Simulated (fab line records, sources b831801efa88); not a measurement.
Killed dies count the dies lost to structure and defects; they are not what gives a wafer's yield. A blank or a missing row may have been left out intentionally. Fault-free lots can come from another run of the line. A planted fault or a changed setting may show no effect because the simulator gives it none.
Chamber matching ; flow sky130 ; 4 sister chambers for SKY_VIA2_CMP_24 on cmp-02
The step polishes, stops on SiO2, t overpolish 20 s, target thk 0 nm. 4 wafers are shown with their chamber, then 6 later ones without.

== EACH WAFER AND ITS CHAMBER ==
wafer;chamber;motor current A (A)
L591.3;2;9.2
L591.6;1;9.9
L601.5;0;12.5
L601.6;3;9.9

== WAFERS WITHOUT THEIR CHAMBER ==
wafer;motor current A (A)
L600.1;9.1
L600.3;12.9
L600.5;12.8
L604.1;12.8
L604.4;10.0
L604.5;9.8

== WHICH CHAMBER EACH WENT THROUGH ==
wafer;from the rows above;in truth
L600.1;2;2
L600.3;0;0
L600.5;0;0
L604.1;0;0
L604.4;can't be placed: 1 or 3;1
L604.5;can't be placed: 1 or 3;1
Correct placement for 4 of the 6. Not placeable from these rows: 2 (in 2, the candidates include the true chamber). Wrongly placed: 0.
How it was worked out, from the rows above alone: a wafer's distance from a chamber is the root of the sum, over the readings, of the square of ((its reading less the chamber's mean) divided by the reading's scatter). If the next closest chamber is less than 2 further off than the closest, the wafer can't be placed; otherwise it belongs to the closest. A chamber's mean is the mean of its shown wafers. The scatter (one wafer shown for each chamber): square how far every hidden wafer sits from the nearest shown wafer, average those squares and take the square root.
